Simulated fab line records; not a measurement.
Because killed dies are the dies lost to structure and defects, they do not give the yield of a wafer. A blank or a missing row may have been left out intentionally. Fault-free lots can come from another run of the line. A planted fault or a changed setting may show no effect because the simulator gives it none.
One fault seen from 2 desks    flow sfq_line    each desk holds nothing but its own numbers, with what lay behind them at the end

== THE TOOL OWNER'S DESK: krf_scanner-01 ==
The tool's own readings at SFQ_TRILAYER_I4_VIA_LITHO_EXPOSE_104 (exposes mask I4, target cd 700 nm): means of the sampled wafers that have a number, for each lot that ran on this tool. The brackets show how far a lot's mean lies from the usual mean; more than 4 standard deviations puts the lot out of limits, marked OUT.
Columns: A = exposure_dose_mJ_cm2 at SFQ_TRILAYER_I4_VIA_LITHO_EXPOSE_104, usual 21.303; B = focus_offset_nm at SFQ_TRILAYER_I4_VIA_LITHO_EXPOSE_104, usual 0.0 nm
lot   first seen here  A       B
L671  day 39 21:52     21.302  -0.0
L679  day 41 20:22     21.304  -0.1
L681  day 42 13:08     21.307  -0.2
L683  day 44 05:39     21.304  -0.5
L684  day 44 09:03     21.320  -0.6
L685  day 44 12:39     21.299  -0.6
L686  day 44 18:51     21.288  0.3
L688  day 45 09:03     21.288  0.2
L689  day 45 19:51     21.299  0.2
L690  day 46 04:27     21.306  0.4
L691  day 46 11:00     21.286  -0.2
L692  day 46 14:00     21.305  -0.2
This desk's verdict: no lot among the 12 shows anything out of limits.

== THE METROLOGY DESK ==
Means of the sampled wafers that have a number, per lot and without regard to the tool the lot ran on: this is what the gauges read. The brackets show how far a lot's mean lies from the usual mean; more than 4 standard deviations puts the lot out of limits, marked OUT.
Columns: A = I4_BOW at SFQ_I4_BOW_MEAS_927, usual 2 um
lot   first seen here  A
L671  day 36 06:55     14
L676  day 37 12:55     19
L677  day 37 15:54     -1
L678  day 37 20:37     11
L679  day 38 00:54     -1
L681  day 38 14:35     11
L683  day 39 03:55     -1
L684  day 39 12:35     -8
L685  day 39 15:54     -4
L686  day 39 21:55     -7
L688  day 40 12:35     0
L689  day 41 00:54     5
L690  day 41 09:36     23
L691  day 41 15:49     -2
L692  day 41 18:52     12
This desk's verdict: no lot among the 15 shows anything out of limits.

== ALL TOGETHER ==
Nothing out of limits was seen by the tool owner's desk.
Nothing out of limits was seen by the metrology desk.

== WHAT THE SIMULATOR HAD PUT IN ==
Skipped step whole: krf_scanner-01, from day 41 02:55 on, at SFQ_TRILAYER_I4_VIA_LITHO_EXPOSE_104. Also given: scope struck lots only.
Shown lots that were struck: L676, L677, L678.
